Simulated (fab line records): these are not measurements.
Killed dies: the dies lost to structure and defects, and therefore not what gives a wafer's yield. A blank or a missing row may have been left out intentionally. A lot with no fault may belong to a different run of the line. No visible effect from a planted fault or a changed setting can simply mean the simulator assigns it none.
Chamber matching    flow sky130    SKY_FIELD_ISO_ETCH_17 on rie-si-01 has 4 sister chambers
The step etches Si in HBr/Cl2/O2, target depth 342 nm, time 97.7 s. 7 wafers are shown with their chamber, then 7 later ones without.

WAFERS PAIRED WITH THEIR CHAMBERS
wafer   chamber  drypump-motor-current-A (A)  oes-product-au (a.u.)
L248.2  3        5.58                         0.999
L251.5  2        5.96                         1.012
L258.1  3        5.54                         0.998
L259.4  2        5.95                         1.013
L259.5  1        5.71                         0.990
L260.1  0        5.41                         1.010
L260.2  1        5.69                         0.995

WAFERS WITH NO CHAMBER GIVEN
wafer   drypump-motor-current-A (A)  oes-product-au (a.u.)
L260.6  5.58                         1.014
L268.1  5.68                         0.989
L268.4  5.48                         1.005
L268.6  5.92                         1.015
L269.1  5.96                         1.012
L269.2  5.60                         1.001
L269.6  5.71                         0.984

EACH ONE'S CHAMBER
wafer   from the rows above      in truth
L260.6  can't be placed: 3 or 0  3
L268.1  1                        1
L268.4  can't be placed: 0 or 3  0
L268.6  2                        2
L269.1  2                        2
L269.2  3                        3
L269.6  1                        1
Correctly placed: 5 of 7. Unplaceable from these rows: 2, with the true chamber sitting among the candidates in 2. Placed wrongly: 0.
How it was worked out, from the rows above alone: a wafer's distance from a chamber is the root of the sum, over the readings, of the square of ((its reading less the chamber's mean) divided by the reading's scatter). The wafer belongs to the nearest chamber; if the next one is less than 2 further off, it can't be placed. For every chamber, the mean is computed from those of its wafers that are shown. The scatter: the root of (the sum of the squares of (reading less its chamber's mean) over the shown wafers, divided by (wafers less chambers)).
